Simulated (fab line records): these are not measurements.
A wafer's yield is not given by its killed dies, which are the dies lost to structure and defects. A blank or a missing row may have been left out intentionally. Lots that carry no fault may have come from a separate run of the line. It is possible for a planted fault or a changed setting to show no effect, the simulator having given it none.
Matching of chambers | flow sfq line | SFQ_TRILAYER_I2_CMP_CMP_064 on cmp-01 has 4 sister chambers
The step polishes SiO2. 20 wafers are shown with their chamber, then 10 later ones without.

## EACH WAFER AND ITS CHAMBER
wafer  | chamber | motor current A (A) | slurry filter dp kPa (kPa) | time to endpoint s (s)
L594.4 | 3       | 10.8                | 13.36                      | 220
L594.2 | 1       | 9.1                 | 13.37                      | 218
L594.5 | 3       | 10.6                | 13.37                      | 221
L595.4 | 1       | 9.9                 | 13.63                      | 209
L595.3 | 3       | 10.7                | 13.57                      | 206
L595.6 | 1       | 10.2                | 13.52                      | 207
L597.3 | 3       | 10.1                | 13.52                      | 213
L597.4 | 2       | 9.7                 | 13.63                      | 223
L597.1 | 1       | 9.9                 | 13.59                      | 227
L600.2 | 1       | 9.7                 | 13.30                      | 204
L600.4 | 0       | 8.9                 | 13.49                      | 210
L600.3 | 3       | 10.9                | 13.68                      | 204
L601.4 | 0       | 8.3                 | 13.41                      | 220
L601.5 | 1       | 10.0                | 13.35                      | 221
L601.6 | 0       | 8.9                 | 13.51                      | 212
L605.3 | 0       | 8.9                 | 13.68                      | 220
L605.2 | 2       | 9.5                 | 13.39                      | 210
L605.5 | 3       | 10.9                | 13.55                      | 217
L610.4 | 0       | 9.1                 | 13.57                      | 213
L610.3 | 2       | 10.3                | 13.49                      | 215

SIGNATURES (averages over the wafers above)
reading              | chamber 0 | chamber 1 | chamber 2 | chamber 3 | scatter within a chamber
motor current A      | 8.820     | 9.800     | 9.833     | 10.667    | 0.344
slurry filter dp kPa | 13.5320   | 13.4600   | 13.5033   | 13.5083   | 0.123
time to endpoint s   | 215.00    | 214.33    | 216.00    | 213.50    | 7.24
Rule: a wafer lies at a distance from a chamber equal to the root of the sum of squares, over the readings, of (its reading less the chamber's mean, divided by the reading's scatter). The wafer belongs to the nearest chamber; if the next one is less than 2 further off, it can't be placed. The scatter is the square root of a quotient: the sum, over the shown wafers, of each reading's squared deviation from its chamber's mean, divided by wafers minus chambers.

## WAFERS WITHOUT THEIR CHAMBER
wafer  | motor current A (A) | slurry filter dp kPa (kPa) | time to endpoint s (s)
L610.6 | 10.5                | 13.21                      | 216
L614.3 | 9.0                 | 13.62                      | 220
L614.4 | 9.8                 | 13.56                      | 227
L614.5 | 8.8                 | 13.41                      | 223
L616.1 | 10.5                | 13.64                      | 217
L616.5 | 8.9                 | 13.72                      | 220
L616.6 | 10.7                | 13.36                      | 218
L617.1 | 10.7                | 13.68                      | 212
L617.3 | 9.2                 | 13.65                      | 218
L617.5 | 9.6                 | 13.41                      | 225

## WHICH CHAMBER EACH ONE RAN IN
wafer  | from the rows above               | in truth
L610.6 | can't be placed: 3 or 1 or 2      | 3
L614.3 | can't be placed: 0 or 2 or 1      | 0
L614.4 | can't be placed: 2 or 1 or 3 or 0 | 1
L614.5 | can't be placed: 0 or 1 or 2      | 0
L616.1 | can't be placed: 3 or 2 or 1      | 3
L616.5 | can't be placed: 0 or 2 or 1      | 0
L616.6 | can't be placed: 3 or 1 or 2      | 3
L617.1 | can't be placed: 3 or 2 or 1      | 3
L617.3 | can't be placed: 0 or 2 or 1      | 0
L617.5 | can't be placed: 2 or 1 or 0 or 3 | 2
Correct placement for 0 of the 10. Unplaceable from these rows: 10, with the true chamber sitting among the candidates in 10. Placed wrongly: 0.
